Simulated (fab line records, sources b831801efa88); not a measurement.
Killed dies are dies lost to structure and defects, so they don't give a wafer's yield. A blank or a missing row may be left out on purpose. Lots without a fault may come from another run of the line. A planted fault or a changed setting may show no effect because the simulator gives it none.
A struck lot beside a sound one | flow sky130 | 14 steps out of a route of 708
Sound: wafers L262.3, L262.4, L262.5. Struck: wafers L251.2, L251.5, L251.6. The cause comes at the end.
At each step with rows: each side's tool, then ch and its chambers, then its first start. Under that, the readings that differ: sound wafers | struck wafers | difference of the means | sigmas: that difference in standard deviations of wafers without a fault.
alike: readings whose means differ by less than 2 such deviations, and words and numbers that are the same on both sides. not compared: withheld readings, readings that some wafer has no value for, bounds like >300 that may hide the same value, and numbers for which the record gives no deviation and whose values overlap.
The two part at a step that has a row with sigmas, a row that says differs or no value, or rows on one side only. Numbers that don't overlap but have no deviation are shown without sigmas and don't part them. A reading that every wafer of one side lacks parts them only if that side has two wafers or more.

SKY_METAL3_SPUTTER_02: material AlCu, target thk 735 nm, time 39.1 s.
  sound on pvd_sputter-02, day 42 05:19; struck on pvd_sputter-02, day 38 14:03
  alike: throttle_valve_pct
SKY_METAL3_SPUTTER_03: material Ti, target thk 5 nm, time 3.3 s.
  sound on pvd_sputter-02, day 42 05:21; struck on pvd_sputter-02, day 38 14:05
  alike: throttle_valve_pct
SKY_METAL3_SPUTTER_04: material TiN, target thk 70 nm, time 58.3 s.
  sound on pvd_sputter-02, day 42 05:22; struck on pvd_sputter-02, day 38 14:07
  alike: throttle_valve_pct
SKY_CAPM_CVD_00: deposits SiO2, target thk 15.5 nm.
  sound on pecvd-02 ch 0,1,2, day 42 05:25; struck on pecvd-01 ch 0,1, day 38 14:10
  alike: heater_power_w
SKY_CAPM_THK_MEAS_01:
  sound on film_metro-03, day 42 05:28; struck on film_metro-01, day 38 14:11
  alike: CAPM_CVD_00_THK
SKY_CAPM_SPUTTER_02: material TiN, target thk 200 nm, time 166.7 s.
  sound on pvd_sputter-03, day 42 05:30; struck on pvd_sputter-04, day 38 14:14
  alike: throttle_valve_pct
SKY_CAPM_RS_MEAS_03: measures by four-point-probe.
  sound on film_metro-03, day 42 05:39; struck on film_metro-02, day 38 14:22
  alike: CAPM_TIN_RS
SKY_CAPM_THK_MEAS_04: measures by xrf.
  sound on film_metro-03, day 42 05:45; struck on film_metro-02, day 38 14:29
  reading           | sound             | struck            | difference | sigmas
  CAPM_TIN_THK (nm) | 208.9 208.6 209.9 | 203.2 202.7 204.6 | -5.6       | -2
then, 4 steps without rows for these wafers: SKY_CAPM_DEHYDRATE_05 (time 60 s); SKY_CAPM_HMDS_06 (prime time 60 s); SKY_CAPM_COAT_07 (resist thk 1140 nm); SKY_CAPM_SOFTBAKE_08 (time 60 s).
SKY_CAPM_EXPOSE_09: exposes mask CAPM, target cd 1000 nm.
  sound on iline_stepper-02 ch 0, day 42 23:24; struck on iline_stepper-01, day 39 02:44
  no value came back on the struck wafers for exposure_dose_mJ_cm2, focus_offset_nm (nm); on the sound wafers exposure_dose_mJ_cm2 reads 159.25 159.11 159.19
  alike: mask
then, 1 step without rows for these wafers: SKY_CAPM_PEB_10.

WHERE THEY PART
First at SKY_CAPM_THK_MEAS_04; last, within this record, at SKY_CAPM_EXPOSE_09.

WHY: what the simulator had put in
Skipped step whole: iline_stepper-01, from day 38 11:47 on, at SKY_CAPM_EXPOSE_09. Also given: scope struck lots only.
